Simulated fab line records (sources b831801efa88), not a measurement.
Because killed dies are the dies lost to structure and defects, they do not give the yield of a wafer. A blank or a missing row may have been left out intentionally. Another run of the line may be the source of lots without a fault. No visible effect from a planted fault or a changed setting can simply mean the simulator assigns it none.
Which tool was responsible? / flow sky130 / at 1 step of a route of 708, 12 lots with 36 wafers sampled

WHAT THE GAUGES READ, wafer by wafer
SKY_METAL2_THK_MEAS_06: measures by xrf.
lot=L075; measured=day 35 03:56; on=film-metro-01; METAL2_ALCU_THK (nm)=245 244 248
lot=L076; measured=day 35 05:50; on=film-metro-02; METAL2_ALCU_THK (nm)=247 244 241
lot=L079; measured=day 37 02:56; on=film-metro-03; METAL2_ALCU_THK (nm)=247 245 251
lot=L081; measured=day 37 04:05; on=film-metro-01; METAL2_ALCU_THK (nm)=251 251 250
lot=L084; measured=day 37 11:49; on=film-metro-02; METAL2_ALCU_THK (nm)=248 248 245
lot=L085; measured=day 37 15:38; on=film-metro-02; METAL2_ALCU_THK (nm)=244 248 246
lot=L087; measured=day 38 02:49; on=film-metro-01; METAL2_ALCU_THK (nm)=246 248 246
lot=L089; measured=day 38 17:12; on=film-metro-01; METAL2_ALCU_THK (nm)=241 246 252
lot=L091; measured=day 39 11:56; on=film-metro-03; METAL2_ALCU_THK (nm)=248 245 247
lot=L093; measured=day 40 06:53; on=film-metro-03; METAL2_ALCU_THK (nm)=253 254 251
lot=L095; measured=day 40 18:44; on=film-metro-02; METAL2_ALCU_THK (nm)=242 240 246
lot=L097; measured=day 41 04:26; on=film-metro-01; METAL2_ALCU_THK (nm)=240 244 245

TOOL THAT RAN EACH LOT (tool first, then ch and the chambers of the sampled wafers, then the start)
The record holds no process step before these readings.

THE ANSWER, worked out from the rows above alone
Rule: the usual values come from the lots themselves. The widest of any qualifying gaps counts: lots, ordered by their means at a reading, are off when they make up no more than a third of the lots, leave a main group of 4 or more, and stand apart from it by 3 or more times the standard deviation of that group's means. If all means in a main group match to the digits the tables above print for the reading, that group is not used. A lot without any number at a reading at which 4 lots or more have one is off too. Where the step has rows for the other lots, those lots are counted as sound.
No lot is off at any reading shown: from this, nothing can be told.

WHAT WAS PUT IN BY THE SIMULATOR
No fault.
